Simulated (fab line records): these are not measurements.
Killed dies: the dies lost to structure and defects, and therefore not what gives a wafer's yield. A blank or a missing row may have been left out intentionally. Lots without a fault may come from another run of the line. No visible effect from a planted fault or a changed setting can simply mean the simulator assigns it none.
A struck lot beside a sound one :: flow gf180mcu :: 20 out of 602 route steps
Sound: wafers L445.3, L445.5, L445.6. The struck wafers were L435.1, L435.2, L435.5. The cause comes at the end.
Each step with rows lists, per side, the tool, then ch with its chambers, then its first start. Under that, the readings that differ: sound wafers :: struck wafers :: difference of the means :: sigmas: that difference in standard deviations of wafers without a fault.
alike: same words and numbers on both sides, and readings whose means sit less than 2 such deviations apart. not compared: any withheld reading, any reading some wafer has no value for, any bound like >300 that may hide the same value, and any number with overlapping values for which the record gives no deviation.
The two part at a step that has a row with sigmas, a row that says differs or no value, or rows on one side only. Non-overlapping numbers with no deviation appear without sigmas and do not part them. Lack of a reading on every wafer of one side parts them only where that side has two or more wafers.

first, 1 step without rows for these wafers: GF_V1_CVD_00 (deposits SiO2, target thk 600 nm, time 100 s).
GF_V1_THK_MEAS_01:
  struck on film_metro-03, day 17 22:49; sound on film_metro-04, day 22 16:24
  alike: V1_CVD_00_THK
GF_V1_CVD_02: deposits SiO2 from TEOS, target thk 850 nm, time 94.851 s.
  sound on pecvd-01 ch 0,1, day 22 16:26; struck on pecvd-04 ch 0,1,2, day 17 22:53
  alike: heater_power_w
GF_V1_THK_MEAS_03:
  struck on film_metro-04, day 17 22:57; sound on film_metro-03, day 22 16:32
  alike: V1_CVD_02_THK
GF_V1_CMP_04: polishes SiO2.
  sound on cmp-02 ch 0,2,3, day 22 16:40; struck on cmp-01 ch 1,2, day 17 23:04
  alike: edge_zone_pressure_frac, motor_current_A, time_to_endpoint_s
GF_V1_BOW_MEAS_05:
  struck on film_metro-03, day 17 23:19; sound on film_metro-01, day 22 16:55
  alike: V1_BOW
then, 6 steps without rows for these wafers: GF_V1_DEHYDRATE_06 (time 60 s); GF_V1_HMDS_07 (prime time 60 s); GF_V1_COAT_08; GF_V1_COAT_09 (resist thk 1000 nm); GF_V1_SOFTBAKE_10 (time 60 s); GF_V1_EXPOSE_11 (exposes mask Via1, target cd 260 nm).
GF_V1_PEB_12: peb time 90 s.
  sound on litho_track-04 ch 0, day 23 15:01; struck on litho_track-02 ch 0, day 18 22:59
then, 1 step without rows for these wafers: GF_V1_DEVELOP_13 (develop time 60 s).
GF_V1_CD_MEAS_14 targets a cd of 260 nm.
  struck on cd_sem-02, day 18 23:20; sound on cd_sem-02, day 23 15:20
reading: cd_nm (nm)
sound: 259.8 259.4 258.9
struck: 268.0 269.3 268.6
difference: +9.3
sigmas: +9
GF_V1_OVL_MEAS_15:
  struck on overlay-02, day 18 23:27; sound on overlay-01, day 23 15:26
  alike: V1_OVL
GF_V1_ETCH_16: etches BARC in N2/H2.
  sound on rie_diel-04 ch 0,1,2, day 23 15:27; struck on rie_diel-03 ch 1,3, day 18 23:29
reading: model.V1.cd_nm (nm)
sound: 260.6 259.9 258.4
struck: 268.2 268.3 267.7
difference: +8.4
sigmas: 
  alike: drypump_motor_current_A, oes_product_au, throttle_valve_pct
GF_V1_ETCH_17: etches SiO2 in C4F8/O2/Ar, stops on TiN, target depth 630 nm.
  sound on rie_diel-04 ch 0,1,2; struck on rie_diel-03 ch 1,3
reading: model.V1.cd_nm (nm)
sound: 261.3 260 258
struck: 268 269.1 268.8
difference: +9
sigmas: 
  alike: oes_product_au
GF_V1_STRIP_18: strips in O2/N2.
  sound on plasma_asher-02 ch 0,1, day 23 15:37; struck on plasma_asher-04 ch 0,1, day 18 23:37
  alike: drypump_motor_current_A, heater_power_w, oes_product_au
  not compared: rf_hours_counter_h
GF_PASSIVATION_PROBE_99:
  the record holds rows for the sound wafers here (prober-02, day 33 04:53) but none for the struck ones

== WHERE THEY PART ==
Last at GF_PASSIVATION_PROBE_99 as far as this record goes, first at GF_V1_CD_MEAS_14.

WHY: what the simulator had put in
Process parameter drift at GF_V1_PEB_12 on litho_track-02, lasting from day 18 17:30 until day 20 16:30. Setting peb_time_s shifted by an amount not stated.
